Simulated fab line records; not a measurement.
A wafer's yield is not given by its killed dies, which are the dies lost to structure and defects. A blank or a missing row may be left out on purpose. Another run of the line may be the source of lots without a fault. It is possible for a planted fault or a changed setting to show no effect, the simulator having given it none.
Chamber matching | flow sky130 | SKY_VIA4_ETCH_12 on rieDiel-03 has 4 sister chambers
The step etches SiO2 in C4F8/O2/Ar, stops on TiN, target depth 580 nm. 8 wafers are shown with their chamber, then 7 later ones without.

== WAFERS WITH THEIR CHAMBER ==
wafer  | chamber | oesProductAu (a.u.)
L076.2 | 2       | 0.928
L076.6 | 1       | 0.934
L079.6 | 2       | 0.926
L088.2 | 0       | 0.927
L088.3 | 3       | 0.920
L088.5 | 1       | 0.924
L089.4 | 3       | 0.922
L089.5 | 0       | 0.919

== WAFERS WITH NO CHAMBER GIVEN ==
wafer  | oesProductAu (a.u.)
L089.6 | 0.930
L090.1 | 0.929
L090.2 | 0.922
L090.3 | 0.937
L091.4 | 0.926
L091.5 | 0.931
L091.6 | 0.925

== EACH ONE'S CHAMBER ==
wafer  | from the rows above               | in truth
L089.6 | can't be placed: 1 or 2 or 0 or 3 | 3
L090.1 | can't be placed: 1 or 2 or 0 or 3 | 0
L090.2 | can't be placed: 0 or 3 or 2 or 1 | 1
L090.3 | can't be placed: 1 or 2 or 0 or 3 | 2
L091.4 | can't be placed: 2 or 0 or 1 or 3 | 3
L091.5 | can't be placed: 1 or 2 or 0 or 3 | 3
L091.6 | can't be placed: 0 or 2 or 1 or 3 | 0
0 of 7 placed correctly. Not placeable from these rows: 7 (in 7, the candidates include the true chamber). Placed wrongly: 0.
How it was worked out, from the rows above alone: a wafer's distance from a chamber is the root of the sum, over the readings, of the square of ((its reading less the chamber's mean) divided by the reading's scatter). If the next closest chamber is less than 2 further off than the closest, the wafer can't be placed; otherwise it belongs to the closest. For every chamber, the mean is computed from those of its wafers that are shown. The scatter is the square root of a quotient: the sum, over the shown wafers, of each reading's squared deviation from its chamber's mean, divided by wafers minus chambers.
